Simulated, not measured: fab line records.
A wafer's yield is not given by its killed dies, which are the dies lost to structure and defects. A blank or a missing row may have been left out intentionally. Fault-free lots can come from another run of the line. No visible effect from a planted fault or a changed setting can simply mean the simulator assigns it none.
Which tool was responsible? + flow sky130 + 24 lots, 72 wafers sampled, at 6 steps of a route of 708

## WHAT EACH GAUGE READ, for each wafer
SKY_VIA2_THK_MEAS_23: measures by xrf. Usual: for VIA2_W_THK the level is 424 nm and the standard deviation is 6.7.
| lot  | measured     | on            | VIA2_W_THK (nm) | flag |
|------|--------------|---------------|-----------------|------|
| L074 | day 35 23:53 | film-metro-01 | 419 416 426     |      |
| L075 | day 36 09:57 | film-metro-03 | 431 428 434     |      |
| L076 | day 36 16:10 | film-metro-04 | 426 419 423     |      |
| L077 | day 36 23:07 | film-metro-04 | 419 419 422     |      |
| L078 | day 37 06:11 | film-metro-01 | 418 422 418     |      |
| L079 | day 39 00:31 | film-metro-03 | 434 432 430     |      |
| L082 | day 39 04:34 | film-metro-03 | 428 419 426     |      |
| L081 | day 39 01:53 | film-metro-01 | 433 429 432     |      |
| L080 | day 39 01:22 | film-metro-04 | 416 422 415     |      |
| L084 | day 39 06:22 | film-metro-01 | 432 435 425     |      |
| L083 | day 39 11:31 | film-metro-01 | 434 429 428     |      |
| L085 | day 40 05:48 | film-metro-03 | 413 419 422     |      |
| L086 | day 39 23:17 | film-metro-03 | 427 433 433     |      |
| L087 | day 40 06:28 | film-metro-03 | 420 423 416     |      |
| L088 | day 41 00:11 | film-metro-03 | 422 427 422     |      |
| L089 | day 41 18:45 | film-metro-04 | 416 423 421     |      |
| L092 | day 42 07:05 | film-metro-03 | 430 421 425     |      |
| L090 | day 42 08:26 | film-metro-01 | 431 432 429     |      |
| L091 | day 42 07:49 | film-metro-03 | 430 426 438     |      |
| L093 | day 42 16:20 | film-metro-03 | 420 419 416     |      |
| L094 | day 42 20:44 | film-metro-04 | 418 417 420     |      |
| L095 | day 43 07:35 | film-metro-03 | 412 418 402     |      |
| L096 | day 43 07:53 | film-metro-01 | 429 430 432     |      |
| L097 | day 44 00:56 | film-metro-04 | 415 407 412     |      |

SKY_CAP2M_RS_MEAS_03: uses a four-point probe to measure. Usual: for CAP2M_TIN_RS the level is 6.93 ohm/sq and the standard deviation is 0.068.
| lot  | measured     | on            | CAP2M_TIN_RS (ohm/sq) | flag |
|------|--------------|---------------|-----------------------|------|
| L074 | day 39 09:00 | film-metro-02 | 7.02 6.92 6.90        |      |
| L075 | day 39 17:22 | film-metro-04 | 6.79 6.87 6.86        |      |
| L076 | day 40 00:05 | film-metro-01 | 6.94 6.96 6.95        |      |
| L077 | day 40 06:46 | film-metro-04 | 6.94 6.92 6.90        |      |
| L078 | day 40 12:50 | film-metro-01 | 6.92 6.90 6.85        |      |
| L079 | day 42 08:52 | film-metro-04 | 6.98 7.03 7.01        |      |
| L082 | day 42 10:58 | film-metro-02 | 6.95 6.89 7.06        |      |
| L081 | day 42 09:26 | film-metro-04 | 6.92 6.85 6.86        |      |
| L080 | day 42 09:43 | film-metro-02 | 7.07 6.95 7.03        |      |
| L084 | day 42 11:49 | film-metro-02 | 7.07 7.11 7.03        |      |
| L083 | day 42 15:56 | film-metro-01 | 6.86 6.81 6.85        |      |
| L085 | day 43 10:14 | film-metro-01 | 6.86 6.89 6.90        |      |
| L086 | day 43 04:43 | film-metro-01 | 6.92 6.91 6.88        |      |
| L087 | day 43 10:53 | film-metro-04 | 6.93 6.93 6.99        |      |
| L088 | day 44 02:10 | film-metro-02 | 6.92 6.90 6.97        |      |
| L089 | day 44 16:32 | film-metro-04 | 6.87 6.88 6.93        |      |
| L092 | day 45 07:39 | film-metro-02 | 6.93 6.87 6.96        |      |
| L090 | day 45 09:47 | film-metro-04 | 7.00 7.01 6.97        |      |
| L091 | day 45 09:19 | film-metro-04 | 7.01 6.98 6.88        |      |
| L093 | day 45 16:12 | film-metro-02 | 7.02 7.04 7.02        |      |
| L094 | day 45 18:29 | film-metro-04 | 6.93 6.85 6.91        |      |
| L095 | day 46 05:09 | film-metro-02 | 6.90 6.85 6.93        |      |
| L096 | day 46 06:18 | film-metro-02 | 6.82 6.90 6.97        |      |
| L097 | day 46 19:58 | film-metro-02 | 6.85 6.86 6.86        |      |

## EACH LOT AND THE TOOL THAT RAN IT (in order: tool; ch and the chambers of the sampled wafers; start)
| lot  | SKY_SONOS_ONO_STRIP_17               | SKY_CONTACT_CMP_27            | SKY_METAL2_SPUTTER_01        | SKY_METAL2_DESCUM_17              |
|------|--------------------------------------|-------------------------------|------------------------------|-----------------------------------|
| L074 | plasma-asher-02 ch 0,1, day 12 15:01 | cmp-01 ch 1,2,3, day 31 07:41 | pvd-sputter-02, day 33 16:08 | rie-metal-01 ch 0,1, day 34 19:26 |
| L075 | plasma-asher-02 ch 0,1, day 12 19:01 | cmp-02 ch 1,2,3, day 31 19:31 | pvd-sputter-01, day 34 04:00 | rie-metal-01 ch 0,1, day 35 06:17 |
| L076 | plasma-asher-03 ch 0,1, day 13 04:52 | cmp-02 ch 1,2,3, day 32 01:38 | pvd-sputter-02, day 34 10:02 | rie-metal-01 ch 0,1, day 35 12:22 |
| L077 | plasma-asher-02 ch 0,1, day 13 08:59 | cmp-02 ch 1,2, day 32 06:56   | pvd-sputter-02, day 34 16:32 | rie-metal-01 ch 0, day 35 19:03   |
| L078 | plasma-asher-02 ch 0,1, day 13 16:19 | cmp-01 ch 0,1,2, day 32 13:57 | pvd-sputter-01, day 34 22:52 | rie-metal-01 ch 0, day 36 01:55   |
| L079 | plasma-asher-02 ch 0,1, day 15 08:53 | cmp-02 ch 0,3, day 34 09:56   | pvd-sputter-01, day 36 18:39 | rie-metal-03 ch 0,1, day 37 20:30 |
| L082 | plasma-asher-03 ch 0,1, day 15 13:58 | cmp-01 ch 2,3, day 34 15:20   | pvd-sputter-04, day 36 22:48 | rie-metal-01 ch 0,1, day 38 00:27 |
| L081 | plasma-asher-02 ch 0,1, day 15 15:02 | cmp-02 ch 0,1,3, day 34 12:44 | pvd-sputter-01, day 36 20:25 | rie-metal-02 ch 0,1, day 37 22:10 |
| L080 | plasma-asher-03 ch 0,1, day 15 15:11 | cmp-01 ch 0,2,3, day 34 11:52 | pvd-sputter-02, day 36 19:19 | rie-metal-01 ch 0,1, day 37 21:35 |
| L084 | plasma-asher-03 ch 0,1, day 16 00:02 | cmp-02 ch 0,1,3, day 34 18:44 | pvd-sputter-04, day 37 00:58 | rie-metal-02 ch 0,1, day 38 02:38 |
| L083 | plasma-asher-03 ch 0,1, day 16 04:16 | cmp-01 ch 0,1, day 34 22:17   | pvd-sputter-02, day 37 06:10 | rie-metal-02 ch 0,1, day 38 08:20 |
| L085 | plasma-asher-03 ch 0,1, day 16 16:31 | cmp-02 ch 1,2, day 35 18:06   | pvd-sputter-02, day 38 00:46 | rie-metal-02 ch 0,1, day 39 03:08 |
| L086 | plasma-asher-03 ch 0,1, day 16 19:17 | cmp-02 ch 1,2,3, day 35 10:50 | pvd-sputter-04, day 37 18:07 | rie-metal-03 ch 0,1, day 38 20:24 |
| L087 | plasma-asher-04 ch 0,1, day 16 22:32 | cmp-02 ch 2,3, day 35 20:00   | pvd-sputter-04, day 38 02:48 | rie-metal-01 ch 0,1, day 39 03:59 |
| L088 | plasma-asher-02 ch 0,1, day 17 21:34 | cmp-01 ch 1,2, day 36 12:43   | pvd-sputter-04, day 38 19:15 | rie-metal-01 ch 0, day 39 20:55   |
| L089 | plasma-asher-04 ch 0,1, day 18 14:10 | cmp-02 ch 0,1,3, day 37 11:14 | pvd-sputter-02, day 39 17:06 | rie-metal-02 ch 0,1, day 40 17:04 |
| L092 | plasma-asher-03 ch 0,1, day 19 06:04 | cmp-02 ch 0,2,3, day 37 23:05 | pvd-sputter-02, day 40 04:35 | rie-metal-02 ch 0,1, day 41 04:43 |
| L090 | plasma-asher-03 ch 0,1, day 19 07:26 | cmp-01 ch 1,2, day 38 00:25   | pvd-sputter-01, day 40 05:36 | rie-metal-01 ch 0,1, day 41 06:01 |
| L091 | plasma-asher-04 ch 0,1, day 19 07:37 | cmp-02 ch 0,1, day 38 00:09   | pvd-sputter-02, day 40 05:14 | rie-metal-02 ch 0,1, day 41 05:43 |
| L093 | plasma-asher-03 ch 0,1, day 20 02:46 | cmp-01 ch 0,1,2, day 38 11:17 | pvd-sputter-04, day 40 16:51 | rie-metal-02 ch 0,1, day 41 15:41 |
| L094 | plasma-asher-04 ch 0,1, day 20 11:25 | cmp-02 ch 0,1,3, day 38 16:14 | pvd-sputter-02, day 40 20:11 | rie-metal-01 ch 0, day 41 20:28   |
| L095 | plasma-asher-02 ch 0,1, day 20 15:40 | cmp-02 ch 0,1,3, day 39 00:29 | pvd-sputter-04, day 41 05:02 | rie-metal-01 ch 0,1, day 42 04:50 |
| L096 | plasma-asher-04 ch 0,1, day 20 16:52 | cmp-02 ch 0,1,2, day 39 00:51 | pvd-sputter-02, day 41 05:31 | rie-metal-02 ch 0,1, day 42 05:10 |
| L097 | plasma-asher-02 ch 0,1, day 20 21:22 | cmp-01 ch 0,1,2, day 39 20:37 | pvd-sputter-04, day 42 00:42 | rie-metal-01 ch 0,1, day 42 23:46 |
- SKY_SONOS_ONO_STRIP_17: strips in O2/N2.
- SKY_CONTACT_CMP_27: polishes, stops on SiO2, t overpolish 15 s, target thk 0 nm.
- SKY_METAL2_SPUTTER_01: material TiN, target thk 20 nm, time 16.7 s.
- SKY_METAL2_DESCUM_17: chemistry O2, time 8 s.

## AS READ BY THE TOOLS THEMSELVES (means over the sampled wafers that have a number; for cases with no such wafer, the mark the record gives instead)
SKY_SONOS_ONO_STRIP_17. Usual: drypump-motor-current-A 5.5 A, standard deviation 0.33; oes-product-au 0.710 a.u., standard deviation 0.0045; strip-time-to-endpoint-s 14.10 s, standard deviation 0.046.
| lot  | tool            | drypump-motor-current-A (A) | oes-product-au (a.u.) | strip-time-to-endpoint-s (s) | flag |
|------|-----------------|-----------------------------|-----------------------|------------------------------|------|
| L074 | plasma-asher-02 | 5.6                         | 0.706                 | 14.06                        |      |
| L075 | plasma-asher-02 | 5.3                         | 0.710                 | 14.13                        |      |
| L076 | plasma-asher-03 | 5.4                         | 0.711                 | 14.04                        |      |
| L077 | plasma-asher-02 | 5.3                         | 0.709                 | 14.09                        |      |
| L078 | plasma-asher-02 | 5.3                         | 0.709                 | 14.08                        |      |
| L079 | plasma-asher-02 | 5.7                         | 0.705                 | 14.08                        |      |
| L082 | plasma-asher-03 | 5.4                         | 0.711                 | 14.16                        |      |
| L081 | plasma-asher-02 | 5.7                         | 0.715                 | 14.11                        |      |
| L080 | plasma-asher-03 | 5.4                         | 0.710                 | 14.11                        |      |
| L084 | plasma-asher-03 | 5.4                         | 0.709                 | 14.17                        |      |
| L083 | plasma-asher-03 | 5.5                         | 0.714                 | 14.07                        |      |
| L085 | plasma-asher-03 | 5.4                         | 0.705                 | 14.00                        |      |
| L086 | plasma-asher-03 | 5.5                         | 0.709                 | 14.12                        |      |
| L087 | plasma-asher-04 | 5.8                         | 0.711                 | 14.12                        |      |
| L088 | plasma-asher-02 | 5.7                         | 0.711                 | 14.07                        |      |
| L089 | plasma-asher-04 | 5.8                         | 0.711                 | 14.08                        |      |
| L092 | plasma-asher-03 | 5.5                         | 0.708                 | 14.10                        |      |
| L090 | plasma-asher-03 | 5.4                         | 0.708                 | 14.11                        |      |
| L091 | plasma-asher-04 | 5.8                         | 0.711                 | 14.11                        |      |
| L093 | plasma-asher-03 | 5.5                         | 0.715                 | 14.13                        |      |
| L094 | plasma-asher-04 | 5.8                         | 0.712                 | 14.10                        |      |
| L095 | plasma-asher-02 | 5.7                         | 0.710                 | 14.11                        |      |
| L096 | plasma-asher-04 | 5.8                         | 0.709                 | 14.20                        |      |
| L097 | plasma-asher-02 | 5.3                         | 0.711                 | 14.05                        |      |

SKY_CONTACT_CMP_27. Usual: motor-current-A 10.7 A, standard deviation 0.82; overpolish-run-s 14.999 s, standard deviation 0.0086; retaining-ring-pressure-frac 1.000, standard deviation 0.005; slurry-filter-dp-kPa 13.50 kPa, standard deviation 0.14; time-to-endpoint-s 81.4 s, standard deviation 3.
| lot  | tool   | motor-current-A (A) | overpolish-run-s (s) | retaining-ring-pressure-frac | slurry-filter-dp-kPa (kPa) | time-to-endpoint-s (s) | flag |
|------|--------|---------------------|----------------------|------------------------------|----------------------------|------------------------|------|
| L074 | cmp-01 | 10.5                | 15.001               | 0.995                        | 13.57                      | 84.9                   |      |
| L075 | cmp-02 | 10.3                | 14.994               | 0.997                        | 13.44                      | 82.1                   |      |
| L076 | cmp-02 | 10.6                | 14.996               | 1.001                        | 13.53                      | 79.4                   |      |
| L077 | cmp-02 | 10.6                | 15.000               | 1.002                        | 13.43                      | 81.1                   |      |
| L078 | cmp-01 | 11.4                | 14.992               | 0.994                        | 13.51                      | 79.8                   |      |
| L079 | cmp-02 | 10.7                | 15.003               | 0.996                        | 13.64                      | 83.8                   |      |
| L082 | cmp-01 | 11.1                | 15.000               | 0.998                        | 13.53                      | 78.0                   |      |
| L081 | cmp-02 | 10.3                | 15.003               | 0.998                        | 13.68                      | 82.4                   |      |
| L080 | cmp-01 | 11.4                | 15.003               | 0.999                        | 13.53                      | 77.5                   |      |
| L084 | cmp-02 | 10.7                | 14.997               | 1.003                        | 13.53                      | 82.8                   |      |
| L083 | cmp-01 | 10.9                | 14.997               | 1.002                        | 13.62                      | 82.1                   |      |
| L085 | cmp-02 | 10.1                | 14.989               | 0.996                        | 13.55                      | 77.3                   |      |
| L086 | cmp-02 | 10.5                | 15.005               | 1.003                        | 13.50                      | 81.7                   |      |
| L087 | cmp-02 | 10.9                | 15.005               | 1.002                        | 13.65                      | 79.9                   |      |
| L088 | cmp-01 | 10.9                | 14.999               | 1.004                        | 13.39                      | 81.9                   |      |
| L089 | cmp-02 | 10.6                | 15.004               | 1.001                        | 13.37                      | 78.6                   |      |
| L092 | cmp-02 | 10.6                | 15.002               | 1.004                        | 13.46                      | 84.4                   |      |
| L090 | cmp-01 | 11.9                | 14.994               | 1.001                        | 13.45                      | 82.9                   |      |
| L091 | cmp-02 | 10.8                | 15.001               | 1.000                        | 13.44                      | 82.5                   |      |
| L093 | cmp-01 | 11.2                | 15.006               | 0.996                        | 13.56                      | 82.3                   |      |
| L094 | cmp-02 | 10.4                | 15.000               | 0.998                        | 13.39                      | 82.0                   |      |
| L095 | cmp-02 | 10.1                | 15.005               | 1.005                        | 13.57                      | 83.0                   |      |
| L096 | cmp-02 | 10.5                | 14.992               | 1.000                        | 13.49                      | 81.9                   |      |
| L097 | cmp-01 | 11.3                | 14.993               | 0.998                        | 13.43                      | 85.6                   |      |

SKY_METAL2_SPUTTER_01. Usual: throttle-valve-pct at 29.6 %, with a standard deviation of 0.88.
| lot  | tool           | throttle-valve-pct (%) | flag |
|------|----------------|------------------------|------|
| L074 | pvd-sputter-02 | 29.3                   |      |
| L075 | pvd-sputter-01 | 29.9                   |      |
| L076 | pvd-sputter-02 | 29.6                   |      |
| L077 | pvd-sputter-02 | 29.7                   |      |
| L078 | pvd-sputter-01 | 29.9                   |      |
| L079 | pvd-sputter-01 | 29.7                   |      |
| L082 | pvd-sputter-04 | 30.3                   |      |
| L081 | pvd-sputter-01 | 29.9                   |      |
| L080 | pvd-sputter-02 | 29.6                   |      |
| L084 | pvd-sputter-04 | 29.2                   |      |
| L083 | pvd-sputter-02 | 29.4                   |      |
| L085 | pvd-sputter-02 | 29.6                   |      |
| L086 | pvd-sputter-04 | 30.3                   |      |
| L087 | pvd-sputter-04 | 30.3                   |      |
| L088 | pvd-sputter-04 | 30.5                   |      |
| L089 | pvd-sputter-02 | 30.0                   |      |
| L092 | pvd-sputter-02 | 29.6                   |      |
| L090 | pvd-sputter-01 | 30.1                   |      |
| L091 | pvd-sputter-02 | 29.4                   |      |
| L093 | pvd-sputter-04 | 29.2                   |      |
| L094 | pvd-sputter-02 | 29.2                   |      |
| L095 | pvd-sputter-04 | 29.3                   |      |
| L096 | pvd-sputter-02 | 29.3                   |      |
| L097 | pvd-sputter-04 | 30.3                   |      |

SKY_METAL2_DESCUM_17. Usual: drypump-motor-current-A 5.3 A, standard deviation 0.35; oes-product-au 1.003 a.u., standard deviation 0.009.
| lot  | tool         | drypump-motor-current-A (A) | oes-product-au (a.u.) | flag |
|------|--------------|-----------------------------|-----------------------|------|
| L074 | rie-metal-01 | 5.4                         | 1.008                 |      |
| L075 | rie-metal-01 | 5.4                         | 1.010                 |      |
| L076 | rie-metal-01 | 5.6                         | 1.005                 |      |
| L077 | rie-metal-01 | 5.3                         | 1.012                 |      |
| L078 | rie-metal-01 | 5.3                         | 1.014                 |      |
| L079 | rie-metal-03 | 6.0                         | 1.012                 |      |
| L082 | rie-metal-01 | 5.6                         | 1.000                 |      |
| L081 | rie-metal-02 | 5.0                         | 1.000                 |      |
| L080 | rie-metal-01 | 5.6                         | 1.000                 |      |
| L084 | rie-metal-02 | 5.0                         | 0.999                 |      |
| L083 | rie-metal-02 | 5.0                         | 0.999                 |      |
| L085 | rie-metal-02 | 5.0                         | 1.005                 |      |
| L086 | rie-metal-03 | 6.0                         | 1.003                 |      |
| L087 | rie-metal-01 | 5.4                         | 1.006                 |      |
| L088 | rie-metal-01 | 5.3                         | 1.008                 |      |
| L089 | rie-metal-02 | 5.0                         | 1.006                 |      |
| L092 | rie-metal-02 | 4.9                         | 1.004                 |      |
| L090 | rie-metal-01 | 5.6                         | 1.002                 |      |
| L091 | rie-metal-02 | 4.9                         | 0.998                 |      |
| L093 | rie-metal-02 | 5.0                         | 0.997                 |      |
| L094 | rie-metal-01 | 5.3                         | 1.003                 |      |
| L095 | rie-metal-01 | 5.6                         | 0.996                 |      |
| L096 | rie-metal-02 | 5.0                         | 1.002                 |      |
| L097 | rie-metal-01 | 5.6                         | 0.989                 |      |

## THE ANSWER, worked out from the rows above alone
Rule: take the mean of a lot's wafers that have a number; if it is more than 3 standard deviations from the usual mean, the lot is off. A lot without any number at a reading at which 4 lots or more have one is off too. Any other lot the step has rows for is counted as sound. After the gauges, taken in route order, come the tools' own readings; for these a lot's mean is taken, as printed above. The first step at which some lot is off is used, and at that step the reading that is off furthest; a lot without a number counts as furthest.
None of the lots is off at any reading shown; this tells nothing.

## WHAT HAD BEEN PUT IN BY THE SIMULATOR
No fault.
